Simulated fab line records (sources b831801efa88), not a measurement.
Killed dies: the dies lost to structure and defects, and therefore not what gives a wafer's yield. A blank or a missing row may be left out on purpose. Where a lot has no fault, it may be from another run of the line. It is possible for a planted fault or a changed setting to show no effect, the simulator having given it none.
Which of the tools did it? ; flow gf180mcu ; 12 lots with 36 wafers sampled at 6 steps, on a route of 602 steps

== WHAT EACH GAUGE READ, for each wafer ==
GF_M3_THK_MEAS_06: measures by xrf. Usual: M3_ALCU_THK gives 453 nm (standard deviation 4.8).
lot;measured;on;M3_ALCU_THK (nm);flag
L994;day 21 02:52;film metro-01;452 450 454;
L995;day 21 07:10;film metro-03;453 449 450;
L996;day 21 20:01;film metro-01;451 445 443;
L997;day 22 06:34;film metro-01;447 450 442;
L999;day 22 21:32;film metro-04;452 454 455;
L103;day 24 08:01;film metro-03;462 464 462;
L104;day 24 14:38;film metro-04;457 463 459;
L106;day 25 09:25;film metro-03;457 459 455;
L110;day 26 13:44;film metro-03;460 454 457;
L111;day 27 08:40;film metro-03;450 449 449;
L114;day 27 16:31;film metro-01;448 447 451;
L115;day 28 04:30;film metro-01;453 458 456;

GF_V3_CD_MEAS_14: the cd target is 260 nm. Usual: cd nm 259.7 nm, standard deviation 1.3.
lot;measured;on;cd nm (nm);flag
L994;day 23 02:38;cd sem-01;259.5 258.5 258.0;
L995;day 23 06:32;cd sem-02;257.3 257.6 258.4;
L996;day 23 17:52;cd sem-02;257.5 258.5 258.5;
L997;day 24 05:46;cd sem-02;258.9 259.2 258.8;
L999;day 24 17:56;cd sem-01;260.2 262.3 260.3;
L103;day 26 03:32;cd sem-01;257.5 257.7 256.9;
L104;day 26 09:37;cd sem-01;260.9 259.7 261.3;
L106;day 27 05:18;cd sem-01;261.6 259.9 259.7;
L110;day 28 06:49;cd sem-02;260.1 262.1 261.9;
L111;day 29 01:35;cd sem-02;258.1 258.1 259.1;
L114;day 29 08:43;cd sem-01;260.0 260.3 260.2;
L115;day 29 19:20;cd sem-01;260.2 261.6 260.2;

GF_V3_RS_MEAS_24: a four-point-probe measurement. Usual: V3_W_RS gives 0.326 ohm/sq (standard deviation 0.0071).
lot;measured;on;V3_W_RS (ohm/sq);flag
L994;day 23 03:40;film metro-01;0.332 0.331 0.330;
L995;day 23 07:34;film metro-01;0.328 0.311 0.324;
L996;day 23 18:56;film metro-02;0.331 0.331 0.317;
L997;day 24 06:50;film metro-02;0.318 0.316 0.332;
L999;day 24 18:58;film metro-01;0.330 0.328 0.327;
L103;day 26 04:34;film metro-01;0.332 0.330 0.332;
L104;day 26 10:39;film metro-03;0.319 0.328 0.335;
L106;day 27 06:26;film metro-01;0.337 0.330 0.334;
L110;day 28 08:02;film metro-01;0.336 0.464 0.332;OFF
L111;day 29 02:37;film metro-02;0.450 0.458 0.330;OFF
L114;day 29 09:46;film metro-03;0.328 0.312 0.313;
L115;day 29 20:24;film metro-03;0.319 0.322 0.319;

GF_V3_THK_MEAS_25: measures by xrf. Usual: V3_W_THK gives 356 nm (standard deviation 9.3).
lot;measured;on;V3_W_THK (nm);flag
L994;day 23 03:47;film metro-01;347 346 351;
L995;day 23 07:41;film metro-01;352 370 359;
L996;day 23 19:03;film metro-02;355 355 369;
L997;day 24 06:57;film metro-02;366 367 350;
L999;day 24 19:04;film metro-01;344 346 346;
L103;day 26 04:41;film metro-01;348 348 347;
L104;day 26 10:46;film metro-03;367 357 350;
L106;day 27 06:31;film metro-01;341 348 344;
L110;day 28 08:09;film metro-01;345 274 346;OFF
L111;day 29 02:43;film metro-02;281 279 352;OFF
L114;day 29 09:53;film metro-03;357 375 377;
L115;day 29 20:31;film metro-03;370 365 369;

== EACH LOT AND THE TOOL THAT RAN IT (in order: tool; ch and the chambers of the sampled wafers; start) ==
lot;GF_M3_SPUTTER_03;GF_V3_CVD_23
L994;pvd sputter-01, day 21 02:41;cvd w-02 ch 0,1, day 23 03:33
L995;pvd sputter-03, day 21 06:59;cvd w-01 ch 0,1, day 23 07:28
L996;pvd sputter-01, day 21 19:50;cvd w-01 ch 0,1, day 23 18:49
L997;pvd sputter-01, day 22 06:23;cvd w-01 ch 0,1, day 24 06:43
L999;pvd sputter-01, day 22 21:20;cvd w-02 ch 0,1, day 24 18:50
L103;pvd sputter-01, day 24 07:49;cvd w-02 ch 0,1, day 26 04:26
L104;pvd sputter-01, day 24 14:27;cvd w-01 ch 0,1, day 26 10:32
L106;pvd sputter-03, day 25 09:13;cvd w-02 ch 0,1, day 27 06:18
L110;pvd sputter-01, day 26 13:33;cvd w-02 ch 0,1, day 28 07:55
L111;pvd sputter-03, day 27 08:29;cvd w-02 ch 0,1, day 29 02:29
L114;pvd sputter-01, day 27 16:20;cvd w-01 ch 0,1, day 29 09:40
L115;pvd sputter-01, day 28 04:19;cvd w-01 ch 1, day 29 20:16
- GF_M3_SPUTTER_03: material Ti, target thk 10 nm, time 6.7 s.
- GF_V3_CVD_23: deposits W, target thk 350 nm, time 104.9 s.

== AS READ BY THE TOOLS THEMSELVES (means over the sampled wafers that have a number; for cases with no such wafer, the mark the record gives instead) ==
GF_M3_SPUTTER_03. Usual: throttle valve pct 29.9 %, standard deviation 1.
lot;tool;throttle valve pct (%);flag
L994;pvd sputter-01;29.3;
L995;pvd sputter-03;30.4;
L996;pvd sputter-01;30.1;
L997;pvd sputter-01;30.0;
L999;pvd sputter-01;30.1;
L103;pvd sputter-01;30.0;
L104;pvd sputter-01;30.4;
L106;pvd sputter-03;29.6;
L110;pvd sputter-01;30.0;
L111;pvd sputter-03;29.8;
L114;pvd sputter-01;29.0;
L115;pvd sputter-01;30.1;

GF_V3_CVD_23. Usual: heater power w 816 W, standard deviation 80.
lot;tool;heater power w (W);flag
L994;cvd w-02;882;
L995;cvd w-01;752;
L996;cvd w-01;743;
L997;cvd w-01;790;
L999;cvd w-02;910;
L103;cvd w-02;898;
L104;cvd w-01;755;
L106;cvd w-02;906;
L110;cvd w-02;905;
L111;cvd w-02;887;
L114;cvd w-01;802;
L115;cvd w-01;837;

== THE ANSWER, worked out from the rows above alone ==
Rule: take the mean of a lot's wafers that have a number; if it is more than 3 standard deviations from the usual mean, the lot is off. A lot without any number at a reading at which 4 lots or more have one is off too. The other lots that the step has rows for count as sound. The gauges are gone through in route order, then the tools' own readings, and for those a lot's mean is taken as printed above. The first step at which some lot is off is used, and at that step the reading that is off furthest; a lot without a number counts as furthest.
Off: L110, L111, at GF_V3_RS_MEAS_24 (V3_W_RS).
If a tool, at a process step before that reading, ran all the lots that are off and no sound lot after the first of them, it fits. Gauges at GF_V3_RS_MEAS_24: tried the same way as those tools. One candidate fits, namely cvd w-02 at GF_V3_CVD_23. Its last sound lot is L106 (day 27 06:18), its first lot that is off L110 (day 28 07:55): a fault that began between those two fits.

== WHAT WAS PUT IN BY THE SIMULATOR ==
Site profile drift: cvd w-02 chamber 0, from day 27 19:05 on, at GF_V3_CVD_23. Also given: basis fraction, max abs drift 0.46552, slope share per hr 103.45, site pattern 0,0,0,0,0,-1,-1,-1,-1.
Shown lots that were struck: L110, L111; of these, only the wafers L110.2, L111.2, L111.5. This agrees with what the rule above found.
